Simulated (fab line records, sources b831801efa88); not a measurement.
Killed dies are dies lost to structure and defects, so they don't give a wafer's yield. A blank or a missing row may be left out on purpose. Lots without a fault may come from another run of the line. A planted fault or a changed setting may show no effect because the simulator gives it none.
A struck lot beside a sound one | flow sky130 | 18 steps out of a route of 708
Sound: wafers L216.2, L216.4, L216.5. Struck: wafer L200.1. (L200.4, L200.6 of the same lot were not struck and are left out.) The cause comes at the end.
At each step with rows: each side's tool, then ch and its chambers, then its first start. Under that, the readings that differ: sound wafers | struck wafers | difference of the means | sigmas: that difference in standard deviations of wafers without a fault.
alike: readings whose means differ by less than 2 such deviations, and words and numbers that are the same on both sides. not compared: withheld readings, readings that some wafer has no value for, bounds like >300 that may hide the same value, and numbers for which the record gives no deviation and whose values overlap.
The two part at a step that has a row with sigmas, a row that says differs or no value, or rows on one side only. Numbers that don't overlap but have no deviation are shown without sigmas and don't part them. A reading that every wafer of one side lacks parts them only if that side has two wafers or more.

first, 3 steps without rows for these wafers: SKY_VIA3_EXPOSE_09 (exposes mask VIM3, target cd 200 nm); SKY_VIA3_PEB_10; SKY_VIA3_DEVELOP_11 (develop time 60 s).
SKY_VIA3_CD_MEAS_12: target cd 200 nm.
  sound on cd_sem-02, day 45 00:59; struck on cd_sem-02, day 41 01:16
  alike: cd_nm
SKY_VIA3_OVL_MEAS_13:
  sound on overlay-02, day 45 01:05; struck on overlay-01, day 41 01:23
  reading       | sound   | struck | difference | sigmas
  VIA3_OVL (nm) | 10 11 8 | -4     | -14        | -3
SKY_VIA3_ETCH_14: etches BARC in N2/H2, stops on SiO2, time 45.9 s, target depth 60 nm.
  sound on rie_diel-03 ch 1,3, day 45 01:07; struck on rie_diel-01 ch 3, day 41 01:25
  reading                | sound                | struck | difference | sigmas
  throttle_valve_pct (%) | 13.220 13.233 13.245 | 13.209 | -0.024     | -2
  alike: drypump_motor_current_A, oes_product_au
  not compared: rf_hours_counter_h
SKY_VIA3_ETCH_15: etches SiO2 in C4F8/O2/Ar, stops on TiN, target depth 507 nm, time 78 s.
  sound on rie_diel-03 ch 1,3, day 45 01:10; struck on rie_diel-01 ch 3, day 41 01:28
  reading               | sound             | struck | difference | sigmas
  oes_product_au (a.u.) | 0.951 0.941 0.954 | 0.938  | -0.011     | -2
  not compared: rf_hours_counter_h
SKY_VIA3_STRIP_16: strips in O2/N2.
  sound on plasma_asher-04 ch 0,1, day 45 01:13; struck on plasma_asher-02 ch 0, day 41 01:31
  alike: drypump_motor_current_A, oes_product_au, strip_time_to_endpoint_s
  not compared: rf_hours_counter_h
then, 3 steps without rows for these wafers: SKY_VIA3_STRIP_17 (strips in post etch residue remover, time 1200 s); SKY_VIA3_CLEAN_18 (cleans in IPA, time 180 s); SKY_VIA3_CLEAN_19 (cleans in O3/DIW).
SKY_VIA3_SPUTTER_20: material TiN, target thk 20 nm, time 80 s.
  sound on pvd_sputter-03, day 45 01:49; struck on pvd_sputter-01, day 41 02:07
  alike: cathode_dc_power_W, throttle_valve_pct
SKY_VIA3_CVD_21: deposits W, target thk 390 nm, time 117.31 s.
  sound on cvd_w-02 ch 1, day 45 01:52; struck on cvd_w-01 ch 0, day 41 02:10
  reading                            | sound           | struck | difference | sigmas
  model.W_of_VIA3_CVD_21.thk_nm (nm) | 381 383.9 380.5 | 516.3  | +134.5     |
  alike: heater_power_w
SKY_VIA3_RS_MEAS_22: measures by four-point-probe.
  sound on film_metro-01, day 45 02:01; struck on film_metro-01, day 41 02:18
  reading            | sound             | struck | difference | sigmas
  VIA3_W_RS (ohm/sq) | 0.302 0.299 0.302 | 0.222  | -0.079     | -18
SKY_VIA3_THK_MEAS_23: measures by xrf.
  sound on film_metro-01, day 45 02:08; struck on film_metro-01, day 41 02:25
  reading         | sound       | struck | difference | sigmas
  VIA3_W_THK (nm) | 402 408 404 | 558    | +153       | +17
SKY_VIA3_CMP_24: polishes, stops on SiO2, t overpolish 20 s, target thk 0 nm.
  sound on cmp-02 ch 0,2, day 45 02:11; struck on cmp-01 ch 3, day 41 02:32
  reading                 | sound             | struck | difference | sigmas
  edge_zone_pressure_frac | 1.002 0.999 1.005 | 0.989  | -0.013     | -3
  time_to_endpoint_s (s)  | 104 96 105        | 119    | +17        | +3
  alike: motor_current_A, slurry_flow_ml_min
SKY_METAL4_SPUTTER_00: material Ti, target thk 15 nm, time 10 s.
  sound on pvd_sputter-04, day 45 02:29; struck on pvd_sputter-04, day 41 02:47
  alike: cathode_dc_power_W, throttle_valve_pct
-- the record jumps here: 6 days lie between the struck wafers' starts before and after (it left off in module METAL4 and takes up again in module PAD_OPEN, whose first step shown is number 708 of the route) --
SKY_PAD_OPEN_PROBE_99:
  sound on prober-02, day 50 06:02; struck on prober-01, day 47 02:15
  reading                  | sound          | struck | difference | sigmas
  defect_limited_yield (%) | 83.1 83.5 84.6 | 79.5   | -4.2       | -2
  killed_at_M0_to_M3       | 41 43 35       | 57     | +17        | +3
  killed_dies              | 83 81 76       | 101    | +21        | +2
  sort_bin_6_memory (%)    | 6.7 6.3 4.7    | 8.5    | +2.6       | +2
  sort_n_pass              | 409 411 416    | 391    | -21        | -2
  sort_yield_pct (%)       | 83.1 83.5 84.6 | 79.5   | -4.2       | -2
  alike: killed_at_M4_up, killed_at_contacts, killed_at_front_end, killed_at_other, killed_on_rim, killed_open, killed_short, sort_bin_3_pad_short, sort_bin_5_function

WHERE THEY PART
First at SKY_VIA3_OVL_MEAS_13; last, within this record, at SKY_PAD_OPEN_PROBE_99.

WHY: what the simulator had put in
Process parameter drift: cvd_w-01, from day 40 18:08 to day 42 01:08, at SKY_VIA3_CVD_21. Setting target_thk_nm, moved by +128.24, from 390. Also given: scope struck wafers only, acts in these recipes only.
